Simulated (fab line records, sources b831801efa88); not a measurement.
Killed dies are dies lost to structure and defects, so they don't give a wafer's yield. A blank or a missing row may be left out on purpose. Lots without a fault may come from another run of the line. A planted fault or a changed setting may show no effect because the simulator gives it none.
One fault seen from 2 desks | flow sky130 | each desk has only its own numbers; what lay behind them comes last

THE TOOL OWNER'S DESK: iline_stepper-01
The tool's own readings at SKY_VIA4_EXPOSE_08 (exposes mask VIM4, target cd 800 nm): means of the sampled wafers that have a number, for each lot that ran on this tool. A lot is out of limits, marked OUT, if its mean lies more than 4 standard deviations from the usual mean; the brackets give that distance.
Columns: A = exposure_dose_mJ_cm2 at SKY_VIA4_EXPOSE_08, usual 132.02
lot  | first seen here | A
L207 | day 45 01:49    | 132.02
L208 | day 45 09:38    | 132.03
L209 | day 45 18:08    | 132.02
This desk's finding: nothing out of limits on any of the 3 lots.

THE METROLOGY DESK
What the gauges read, lot by lot, whatever tool the lot ran on: means of the sampled wafers that have a number. A lot is out of limits, marked OUT, if its mean lies more than 4 standard deviations from the usual mean; the brackets give that distance.
Columns: A = VIA4_HDPCVD_THK at SKY_VIA4_THK_MEAS_01, usual 1748 nm; B = VIA4_BOW at SKY_VIA4_BOW_MEAS_03, usual 81 um; C = VIA4_OVL at SKY_VIA4_OVL_MEAS_11, usual 0.2 nm
lot  | first seen here | A    | B  | C
L202 | day 43 12:19    | 1734 | 82 | -2.8
L207 | day 44 13:44    | 1753 | 78 | 0.5
L208 | day 44 22:42    | 1729 | 85 | -0.3
L209 | day 45 06:19    | 1755 | 73 | -0.9
L217 | day 47 08:05    | 1737 | 84 | 0.4
L218 | day 47 15:10    | 1745 | 70 | 0.7
This desk's finding: nothing out of limits on any of the 6 lots.

PUT TOGETHER
The tool owner's desk saw nothing out of limits.
The metrology desk saw nothing out of limits.

WHAT THE SIMULATOR HAD PUT IN
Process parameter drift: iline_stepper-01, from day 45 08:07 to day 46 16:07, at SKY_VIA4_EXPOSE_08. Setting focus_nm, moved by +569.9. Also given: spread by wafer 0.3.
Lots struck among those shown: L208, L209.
